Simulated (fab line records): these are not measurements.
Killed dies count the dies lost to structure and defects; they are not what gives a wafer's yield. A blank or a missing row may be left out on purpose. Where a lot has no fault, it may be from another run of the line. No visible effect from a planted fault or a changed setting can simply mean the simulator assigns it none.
fab line records | flow sky130
record lots=6 | wafers=18 | last_day=50
route steps=708 shown VIA4@651 METAL5@661
lots untouched by any fault: they come from a run of this same line in which no faults occurred
start_h: hours from the record's first day to the start of the lot's first wafer shown | wait_h: hours elapsed since this lot's preceding step | " identical to the entry in the row above | L1.1+2: several wafers, shown together as one row | - no value, or no start given | * or withheld: withheld | < > ~ a bound
route shown NAME@n: a module of which the file shows steps, and the number in the route of the first | usual: the fault-free wafers' mean and standard deviation | same: alike in all rows | chamber/n: place in a boat | sites: the reading at each site | _std_site: standard deviation of those values | _edge_site: mean of outer sites minus mean of inner sites | radius_mm: how far each site lies from the wafer's centre | mask NAME#n: copy n | behind: tool/chamber where the wafer was last shaped | hold: why the lot was held/for how many hours/how that ended | device: whichever transistor did not switch (one of n, p or np) | end of line: the same wafers' tests at the end of the route | step lacking rows: just its recipe | killed: the dies lost at the first sort to structure and to defects; this is not the yield of the wafer | map: the dies of a wafer, with x for killed, . for not killed, _ for no die there
set.NAME: the setting the step ran with; set.NAME@STEP: the setting that earlier step ran with | model.NAME: the simulator's own value behind a step, which no gauge read
lots at selected steps of the route; one table per step, one row per wafer
services: the hour from which a tool's chamber was out of use, counted from the record's first day as start_h (under 0 if before that day), plus the number of hours and why
## steps
# step SKY_VIA4_ETCH_12
# recipe target=SiO2 | chemistry=C4F8/O2/Ar | stop_on=TiN | mask_material=NOVOLAK | source_w=1500 | bias_w=1200 | pressure_mtorr=40 | c4f8_flow_sccm=withheld | O2_flow_sccm=6 | Ar_flow_sccm=300 | time_s=withheld | target_depth_a=5800
# usual oes_product_au=0.925/0.0045
lot.wafer | tool        | chamber | start_h | wait_h | oes_product_au
L302.2    | rie_diel-04 | 2       | 1029.98 | 0.0    | 0.922
L302.3    | "           | 3       | "       | "      | 0.928
L302.5    | "           | 1       | "       | "      | 0.927
L310.2    | rie_diel-04 | 2       | 1123.96 | 0.0    | 0.923
L310.5    | "           | 0       | "       | "      | 0.925
L310.6    | "           | 3       | "       | "      | 0.926
L311.1    | rie_diel-04 | 2       | 1124.88 | 0.0    | 0.926
L311.2    | "           | 3       | "       | "      | 0.936
L311.5    | "           | 1       | "       | "      | 0.928
L314.1    | rie_diel-04 | 1       | 1125.66 | 0.0    | 0.923
L314.4    | "           | 0       | "       | "      | 0.921
L314.5    | "           | 1       | "       | "      | 0.935
L317.2    | rie_diel-02 | 1       | 1128.00 | 0.0    | 0.923
L317.4    | "           | 3       | "       | "      | 0.928
L317.5    | "           | 1       | "       | "      | 0.928
L319.2    | rie_diel-01 | 1       | 1129.31 | 0.0    | 0.928
L319.4    | "           | 0       | "       | "      | 0.921
L319.5    | "           | 1       | "       | "      | 0.928
# step SKY_VIA4_STRIP_13
# recipe chemistry=O2/N2 | power_w=1400 | pressure_mtorr=1500 | platen_temp_c=withheld | o2_flow_sccm=3000 | n2_flow_sccm=300 | overash_fraction=0.5
# step SKY_VIA4_STRIP_14
# recipe chemistry=post_etch_residue_remover | time_s=1200 | temp_c=72.5
# step SKY_VIA4_CLEAN_15
# recipe chemistry=IPA | time_s=180 | temp_c=25
# step SKY_VIA4_CLEAN_16
# recipe chemistry=O3/DIW | dry=n2_spin
# step SKY_VIA4_SPUTTER_17
# recipe material=TiN | target_thk_nm=20 | chamber_pressure_pa=5 | power_w=4000 | time_s=80
# usual cathode_dc_power_W=4000.0/0.8 | chamber_pressure_pa=5.000/0.01 | throttle_valve_pct=30.7/1.2
lot.wafer | tool           | chamber | start_h | wait_h | cathode_dc_power_W | chamber_pressure_pa | throttle_valve_pct
L302.2    | pvd_sputter-01 | -       | 1030.65 | 0.0    | 4001.0             | 4.992               | 29.9
L302.3    | "              | -       | "       | "      | 4000.5             | 5.031               | 29.0
L302.5    | "              | -       | "       | "      | 4000.0             | 5.008               | 29.2
L310.2    | pvd_sputter-01 | -       | 1124.64 | 0.0    | 4000.9             | 5.001               | 30.8
L310.5    | "              | -       | "       | "      | 3999.8             | 5.005               | 29.3
L310.6    | "              | -       | "       | "      | 3999.4             | 5.017               | 29.1
L311.1    | pvd_sputter-02 | -       | 1125.55 | 0.0    | 3999.3             | 4.995               | 31.1
L311.2    | "              | -       | "       | "      | 4002.0             | 5.005               | 31.2
L311.5    | "              | -       | "       | "      | 3999.6             | 4.997               | 31.5
L314.1    | pvd_sputter-04 | -       | 1126.38 | 0.0    | 4001.0             | 5.012               | 33.7
L314.4    | "              | -       | "       | "      | 4000.2             | 4.987               | 31.0
L314.5    | "              | -       | "       | "      | 4000.0             | 4.998               | 33.5
L317.2    | pvd_sputter-04 | -       | 1128.72 | 0.0    | 3998.7             | 4.996               | 30.7
L317.4    | "              | -       | "       | "      | 4001.1             | 5.007               | 31.4
L317.5    | "              | -       | "       | "      | 4000.2             | 4.989               | 33.8
L319.2    | pvd_sputter-02 | -       | 1130.25 | 0.0    | 4000.0             | 5.006               | 31.7
L319.4    | "              | -       | "       | "      | 3999.7             | 5.002               | 29.7
L319.5    | "              | -       | "       | "      | 3999.7             | 5.000               | 31.4
# step SKY_VIA4_CVD_18
# recipe material=W | target_thk_nm=505 | time_s=152.14 | temp_c=400 | pressure_torr=41
# usual heater_power_w=842/51
lot.wafer | tool     | chamber | start_h | wait_h | heater_power_w
L302.2    | cvd_w-01 | 1       | 1030.71 | 0.0    | 748
L302.3    | "        | 1       | "       | "      | 745
L302.5    | "        | 1       | "       | "      | 790
L310.2    | cvd_w-02 | 0       | 1124.70 | 0.0    | 887
L310.5    | "        | 1       | "       | "      | 857
L310.6    | "        | 0       | "       | "      | 892
L311.1    | cvd_w-01 | 0       | 1125.61 | 0.0    | 874
L311.2    | "        | 1       | "       | "      | 755
L311.5    | "        | 0       | "       | "      | 881
L314.1    | cvd_w-01 | 1       | 1126.44 | 0.0    | 771
L314.4    | "        | 1       | "       | "      | 749
L314.5    | "        | 0       | "       | "      | 887
L317.2    | cvd_w-01 | 1       | 1128.78 | 0.0    | 762
L317.4    | "        | 1       | "       | "      | 756
L317.5    | "        | 1       | "       | "      | 766
L319.2    | cvd_w-01 | 0       | 1130.31 | 0.0    | 868
L319.4    | "        | 1       | "       | "      | 760
L319.5    | "        | 1       | "       | "      | 783
# step SKY_VIA4_RS_MEAS_19
# recipe thk_meas_gauge=four-point-probe | reads=W_of_VIA4_CVD_18+TiN_of_VIA4_SPUTTER_17
# usual VIA4_W_RS=0.2256/0.0019
lot.wafer | tool          | chamber | start_h | wait_h | VIA4_W_RS[ohm/sq]
L302.2    | film_metro-01 | -       | 1030.88 | 0.1    | 0.2252
L302.3    | "             | -       | "       | "      | 0.2275
L302.5    | "             | -       | "       | "      | 0.2249
L310.2    | film_metro-02 | -       | 1124.87 | 0.1    | 0.2272
L310.5    | "             | -       | "       | "      | 0.2249
L310.6    | "             | -       | "       | "      | 0.2246
L311.1    | film_metro-04 | -       | 1125.76 | 0.1    | 0.2247
L311.2    | "             | -       | "       | "      | 0.2252
L311.5    | "             | -       | "       | "      | 0.2225
L314.1    | film_metro-02 | -       | 1126.59 | 0.1    | 0.2226
L314.4    | "             | -       | "       | "      | 0.2217
L314.5    | "             | -       | "       | "      | 0.2258
L317.2    | film_metro-02 | -       | 1128.95 | 0.1    | 0.2228
L317.4    | "             | -       | "       | "      | 0.2235
L317.5    | "             | -       | "       | "      | 0.2207
L319.2    | film_metro-04 | -       | 1130.48 | 0.1    | 0.2260
L319.4    | "             | -       | "       | "      | 0.2259
L319.5    | "             | -       | "       | "      | 0.2247
# step SKY_VIA4_THK_MEAS_20
# recipe thk_meas_gauge=xrf | reads=W_of_VIA4_CVD_18
# usual VIA4_W_THK=514/5.8
lot.wafer | tool          | chamber | start_h | wait_h | VIA4_W_THK[nm]
L302.2    | film_metro-01 | -       | 1030.99 | 0.1    | 521
L302.3    | "             | -       | "       | "      | 519
L302.5    | "             | -       | "       | "      | 518
L310.2    | film_metro-02 | -       | 1124.98 | 0.1    | 503
L310.5    | "             | -       | "       | "      | 506
L310.6    | "             | -       | "       | "      | 507
L311.1    | film_metro-04 | -       | 1125.88 | 0.1    | 521
L311.2    | "             | -       | "       | "      | 516
L311.5    | "             | -       | "       | "      | 527
L314.1    | film_metro-02 | -       | 1126.71 | 0.1    | 513
L314.4    | "             | -       | "       | "      | 515
L314.5    | "             | -       | "       | "      | 509
L317.2    | film_metro-02 | -       | 1129.06 | 0.1    | 519
L317.4    | "             | -       | "       | "      | 515
L317.5    | "             | -       | "       | "      | 526
L319.2    | film_metro-04 | -       | 1130.59 | 0.1    | 516
L319.4    | "             | -       | "       | "      | 516
L319.5    | "             | -       | "       | "      | 516
# step SKY_VIA4_CMP_21
# recipe stop_on=SiO2 | t_overpolish_s=25 | down_force_psi=3.5 | platen_rpm=60 | target_thk_nm=0 | pad_velocity_m_s=0.94248
# usual motor_current_A=11.5/1.2 | overpolish_run_s=25.000/0.0089 | platen_rpm=60.00/0.035 | slurry_filter_dp_kPa=13.52/0.13 | time_to_endpoint_s=124/4.2
lot.wafer | tool   | chamber | start_h | wait_h | motor_current_A | overpolish_run_s | platen_rpm | slurry_filter_dp_kPa | time_to_endpoint_s
L302.3    | cmp-02 | 0       | 1031.14 | 0.1    | 10.8            | 24.997           | 59.96      | 13.57                | 123
L302.2    | "      | 1       | "       | "      | 12.2            | 25.003           | 59.94      | 13.45                | 128
L302.5    | "      | 2       | "       | "      | 10.4            | 25.014           | 60.02      | 13.42                | 129
L310.2    | cmp-02 | 2       | 1125.18 | 0.2    | 10.3            | 24.990           | 60.04      | 13.34                | 127
L310.6    | "      | 3       | "       | "      | 13.8            | 25.004           | 60.04      | 13.55                | 121
L310.5    | "      | 0       | "       | "      | 10.8            | 24.988           | 59.98      | 13.44                | 122
L311.2    | cmp-02 | 3       | 1125.94 | 0.0    | 13.8            | 25.009           | 59.97      | 13.43                | 117
L311.1    | "      | 1       | "       | "      | 11.4            | 25.009           | 60.03      | 13.54                | 120
L311.5    | "      | 0       | "       | "      | 11.1            | 24.996           | 60.05      | 13.36                | 121
L314.1    | cmp-01 | 1       | 1126.86 | 0.1    | 11.6            | 24.987           | 59.96      | 13.53                | 132
L314.4    | "      | 3       | "       | "      | 10.8            | 24.994           | 59.99      | 13.56                | 133
L314.5    | "      | 1       | "       | "      | 11.0            | 24.988           | 59.97      | 13.46                | 132
L317.2    | cmp-02 | 3       | 1129.51 | 0.4    | 13.8            | 25.005           | 59.98      | 13.48                | 119
L317.4    | "      | 0       | "       | "      | 10.1            | 25.008           | 59.97      | 13.53                | 122
L317.5    | "      | 3       | "       | "      | 13.8            | 25.002           | 59.95      | 13.64                | 122
L319.4    | cmp-01 | 3       | 1131.00 | 0.4    | 11.2            | 25.009           | 60.03      | 13.31                | 123
L319.2    | "      | 2       | "       | "      | 10.0            | 25.003           | 60.05      | 13.52                | 123
L319.5    | "      | 3       | "       | "      | 10.7            | 24.997           | 60.01      | 13.27                | 126
# step SKY_METAL5_SPUTTER_00
# recipe material=Ti | target_thk_nm=15 | power_w=3000 | time_s=10 | chamber_pressure_pa=0.4
# step SKY_METAL5_SPUTTER_01
# recipe material=TiN | target_thk_nm=20 | power_w=6500 | time_s=16.7 | chamber_pressure_pa=0.4
# step SKY_METAL5_SPUTTER_02
# recipe material=AlCu | target_thk_nm=1150 | power_w=10600 | time_s=61.2 | chamber_pressure_pa=0.4
# usual cathode_dc_power_W=10600/1.9 | chamber_pressure_pa=0.3999/0.0009 | throttle_valve_pct=30.3/1
lot.wafer | tool           | chamber | start_h | wait_h | cathode_dc_power_W | chamber_pressure_pa | throttle_valve_pct
L302.2    | pvd_sputter-02 | -       | 1031.39 | 0.0    | 10599              | 0.3992              | 31.5
L302.3    | "              | -       | "       | "      | 10599              | 0.3994              | 30.9
L302.5    | "              | -       | "       | "      | 10598              | 0.3999              | 30.7
L310.2    | pvd_sputter-01 | -       | 1125.38 | 0.0    | -                  | -                   | -
L310.5    | "              | -       | "       | "      | -                  | -                   | -
L310.6    | "              | -       | "       | "      | -                  | -                   | -
L311.1    | pvd_sputter-02 | -       | 1126.29 | 0.0    | -                  | -                   | -
L311.2    | "              | -       | "       | "      | -                  | -                   | -
L311.5    | "              | -       | "       | "      | -                  | -                   | -
L314.1    | pvd_sputter-01 | -       | 1127.16 | 0.0    | 10601              | 0.3993              | 31.1
L314.4    | "              | -       | "       | "      | 10599              | 0.3993              | 30.2
L314.5    | "              | -       | "       | "      | 10598              | 0.3993              | 29.2
L317.2    | pvd_sputter-01 | -       | 1129.86 | 0.0    | 10599              | 0.4014              | 30.2
L317.4    | "              | -       | "       | "      | 10597              | 0.4004              | 31.4
L317.5    | "              | -       | "       | "      | 10599              | 0.4012              | 29.9
L319.2    | pvd_sputter-02 | -       | 1131.35 | 0.0    | 10602              | 0.3993              | 31.6
L319.4    | "              | -       | "       | "      | 10599              | 0.4008              | 29.7
L319.5    | "              | -       | "       | "      | 10599              | 0.4011              | 29.5
# step SKY_METAL5_SPUTTER_03
# recipe material=Ti | target_thk_nm=5 | power_w=3000 | time_s=3.3 | chamber_pressure_pa=0.4
# usual cathode_dc_power_W=3000.0/0.55 | chamber_pressure_pa=0.3999/0.00081 | throttle_valve_pct=30.3/1
lot.wafer | tool           | chamber | start_h | wait_h | cathode_dc_power_W | chamber_pressure_pa | throttle_valve_pct
L302.2    | pvd_sputter-02 | -       | 1031.44 | 0.0    | 3000.2             | 0.3999              | 31.5
L302.3    | "              | -       | "       | "      | 3000.2             | 0.3991              | 30.7
L302.5    | "              | -       | "       | "      | 3001.2             | 0.3997              | 31.0
L310.2    | pvd_sputter-01 | -       | 1125.43 | 0.0    | 2999.9             | 0.3989              | 29.1
L310.5    | "              | -       | "       | "      | 2998.9             | 0.4006              | 30.2
L310.6    | "              | -       | "       | "      | 2999.9             | 0.3986              | 31.2
L311.1    | pvd_sputter-02 | -       | 1126.34 | 0.0    | 2999.3             | 0.4001              | 31.4
L311.2    | "              | -       | "       | "      | 3000.4             | 0.4001              | 31.3
L311.5    | "              | -       | "       | "      | 2999.9             | 0.3991              | 31.2
L314.1    | pvd_sputter-01 | -       | 1127.21 | 0.0    | 3000.4             | 0.3996              | 31.2
L314.4    | "              | -       | "       | "      | 3000.4             | 0.3999              | 29.8
L314.5    | "              | -       | "       | "      | 3000.2             | 0.4002              | 29.4
L317.2    | pvd_sputter-01 | -       | 1129.91 | 0.0    | 2999.4             | 0.3996              | 29.8
L317.4    | "              | -       | "       | "      | 2999.9             | 0.4006              | 31.2
L317.5    | "              | -       | "       | "      | 2999.9             | 0.4002              | 30.0
L319.2    | pvd_sputter-02 | -       | 1131.40 | 0.0    | 3000.1             | 0.3995              | 31.6
L319.4    | "              | -       | "       | "      | 3000.3             | 0.3991              | 29.6
L319.5    | "              | -       | "       | "      | 2999.7             | 0.3998              | 29.5
# step SKY_METAL5_SPUTTER_04
# recipe material=TiN | target_thk_nm=70 | power_w=6500 | time_s=58.3 | chamber_pressure_pa=0.4
# step SKY_METAL5_RS_MEAS_05
# recipe thk_meas_gauge=four-point-probe | reads=TiN_of_METAL5_SPUTTER_04+Ti_of_METAL5_SPUTTER_03+AlCu_of_METAL5_SPUTTER_02+TiN_of_METAL5_SPUTTER_01+Ti_of_METAL5_SPUTTER_00
# usual METAL5_ALCU_RS=0.02714/0.00027
lot.wafer | tool          | chamber | start_h | wait_h | METAL5_ALCU_RS[ohm/sq]
L302.2    | film_metro-01 | -       | 1031.52 | 0.0    | 0.02685
L302.3    | "             | -       | "       | "      | 0.027
L302.5    | "             | -       | "       | "      | 0.02685
L310.2    | film_metro-01 | -       | 1125.51 | 0.0    | 8.7337
L310.5    | "             | -       | "       | "      | 8.745
L310.6    | "             | -       | "       | "      | 8.7512
L311.1    | film_metro-01 | -       | 1126.41 | 0.0    | 8.6759
L311.2    | "             | -       | "       | "      | 8.6481
L311.5    | "             | -       | "       | "      | 8.662
L314.1    | film_metro-04 | -       | 1127.27 | 0.0    | 0.02743
L314.4    | "             | -       | "       | "      | 0.02689
L314.5    | "             | -       | "       | "      | 0.02712
L317.2    | film_metro-01 | -       | 1129.99 | 0.0    | 0.02693
L317.4    | "             | -       | "       | "      | 0.02717
L317.5    | "             | -       | "       | "      | 0.027
L319.2    | film_metro-03 | -       | 1131.49 | 0.0    | 0.02721
L319.4    | "             | -       | "       | "      | 0.02707
L319.5    | "             | -       | "       | "      | 0.02702
# step SKY_METAL5_THK_MEAS_06
# recipe thk_meas_gauge=xrf | reads=AlCu_of_METAL5_SPUTTER_02
# usual METAL5_ALCU_THK=1170/15
lot.wafer | tool          | chamber | start_h | wait_h | METAL5_ALCU_THK[nm]
L302.2    | film_metro-01 | -       | 1031.63 | 0.1    | 1182
L302.3    | "             | -       | "       | "      | 1176
L302.5    | "             | -       | "       | "      | 1180
L310.2    | film_metro-01 | -       | 1125.62 | 0.1    | <1
L310.5    | "             | -       | "       | "      | <1
L310.6    | "             | -       | "       | "      | <1
L311.1    | film_metro-01 | -       | 1126.53 | 0.1    | <1
L311.2    | "             | -       | "       | "      | <1
L311.5    | "             | -       | "       | "      | <1
L314.1    | film_metro-04 | -       | 1127.39 | 0.1    | 1171
L314.4    | "             | -       | "       | "      | 1196
L314.5    | "             | -       | "       | "      | 1187
L317.2    | film_metro-01 | -       | 1130.10 | 0.1    | 1182
L317.4    | "             | -       | "       | "      | 1167
L317.5    | "             | -       | "       | "      | 1173
L319.2    | film_metro-03 | -       | 1131.60 | 0.1    | 1161
L319.4    | "             | -       | "       | "      | 1165
L319.5    | "             | -       | "       | "      | 1172
# step SKY_METAL5_DEHYDRATE_07
# recipe temp_c=200 | time_s=60
## services
tool           | chamber | start_h | hours | kind
rie_diel-04    | 0       | 1034.60 | -     | clean
rie_diel-04    | 0       | 1034.60 | 15.3  | scheduled_down
rie_diel-04    | 0       | 1034.60 | 15.3  | vent_cycle
rie_diel-04    | -       | 1037.52 | 0.7   | repair
cmp-01         | -       | 1039.67 | 0.7   | repair
rie_diel-01    | 0       | 1042.22 | 3.5   | repair
rie_diel-01    | -       | 1044.35 | 29.9  | repair
rie_diel-01    | 3       | 1054.24 | 16.8  | repair
rie_diel-04    | 1       | 1056.32 | 9.9   | repair
cmp-02         | -       | 1061.47 | 2.2   | repair
rie_diel-01    | 1       | 1070.80 | 8.2   | repair
cmp-02         | -       | 1084.18 | 4.0   | pm
cmp-02         | -       | 1088.18 | -     | consumable_replace:conditioner
cmp-02         | -       | 1088.18 | -     | consumable_replace:pad
rie_diel-04    | -       | 1094.84 | 5.3   | repair
cvd_w-01       | 1       | 1095.60 | 3.5   | repair
cmp-01         | -       | 1101.58 | 1.4   | repair
rie_diel-02    | 3       | 1108.74 | 1.2   | repair
pvd_sputter-01 | -       | 1114.00 | 3.4   | repair
pvd_sputter-01 | 0       | 1125.70 | -     | consumable_replace:kit
pvd_sputter-01 | 0       | 1125.70 | 18.0  | scheduled_down
pvd_sputter-01 | 0       | 1125.70 | 18.0  | vent_cycle
cmp-01         | -       | 1129.15 | 0.5   | repair
cvd_w-02       | -       | 1130.23 | 1.8   | repair
## key
first_sign step=SKY_METAL5_SPUTTER_02 | reading=tool_record | direction=missing
effect step=SKY_METAL5_RS_MEAS_05 | reading=METAL5_ALCU_RS | direction=up | sigmas=99+ | usual=0.02714 | struck=8.7026
effect step=SKY_METAL5_THK_MEAS_06 | reading=METAL5_ALCU_THK | direction=down | sigmas=80 | usual=1170 | struck=<1
met_at SKY_METAL5_SPUTTER_02
struck_wafers L310.2,L310.5,L310.6,L311.1,L311.2,L311.5
later_rows_left_out L310.2,L310.5,L310.6,L311.1,L311.2,L311.5
sort_left_out L310.2,L310.5,L310.6,L311.1,L311.2,L311.5
onset_between 1031.39 1125.38
fault kind=skipped_step_whole | tool=pvd_sputter-01,pvd_sputter-02 | chamber=- | onset_h=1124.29 | steps=SKY_METAL5_SPUTTER_02 | scope=struck_lots_only
# sort_left_out: the simulated sort isn't trusted on such a fault, so these wafers' sort isn't shown, and their yield isn't known
# later_rows_left_out: the simulator's readings of these wafers behind a module that went badly wrong aren't trusted and aren't shown, but for the sort
